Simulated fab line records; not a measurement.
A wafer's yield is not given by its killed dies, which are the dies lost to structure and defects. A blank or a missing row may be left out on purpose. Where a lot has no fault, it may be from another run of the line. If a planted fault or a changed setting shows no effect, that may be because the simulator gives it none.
The tool behind it: which one? -- flow sky130 -- 6 lots, 18 wafers sampled, at 1 step of a route of 708

WHAT THE GAUGES READ, wafer by wafer
SKY_CAP2M_OVL_MEAS_12.
lot,measured,on,CAP2M_OVL (nm)
L771,day 41 06:25,overlay-02,-1.4 -0.9 -2.6
L773,day 41 22:12,overlay-02,-0.6 -1.6 0.1
L775,day 42 21:02,overlay-01,0.3 -1.2 -0.6
L785,day 45 23:33,overlay-02,-0.9 -2.7 0.0
L789,day 46 03:46,overlay-01,-1.5 -1.5 -2.6
L791,day 46 12:05,overlay-02,-1.3 -1.3 -0.8

TOOL THAT RAN EACH LOT (tool first, then ch and the chambers of the sampled wafers, then the start)
Before these readings, the record contains no process step.

THE ANSWER, worked out from the rows above alone
Rule: the lots themselves supply what counts as usual. The widest of any qualifying gaps counts: lots, ordered by their means at a reading, are off when they make up no more than a third of the lots, leave a main group of 4 or more, and stand apart from it by 3 or more times the standard deviation of that group's means. A main group is skipped when, at the precision printed for the reading in the tables above, its means are all equal. Also off: a lot with no number at a reading for which 4 or more lots have one. The other lots that the step has rows for count as sound.
No lot is off at any reading shown: from this, nothing can be told.

WHAT THE SIMULATOR HAD PUT IN
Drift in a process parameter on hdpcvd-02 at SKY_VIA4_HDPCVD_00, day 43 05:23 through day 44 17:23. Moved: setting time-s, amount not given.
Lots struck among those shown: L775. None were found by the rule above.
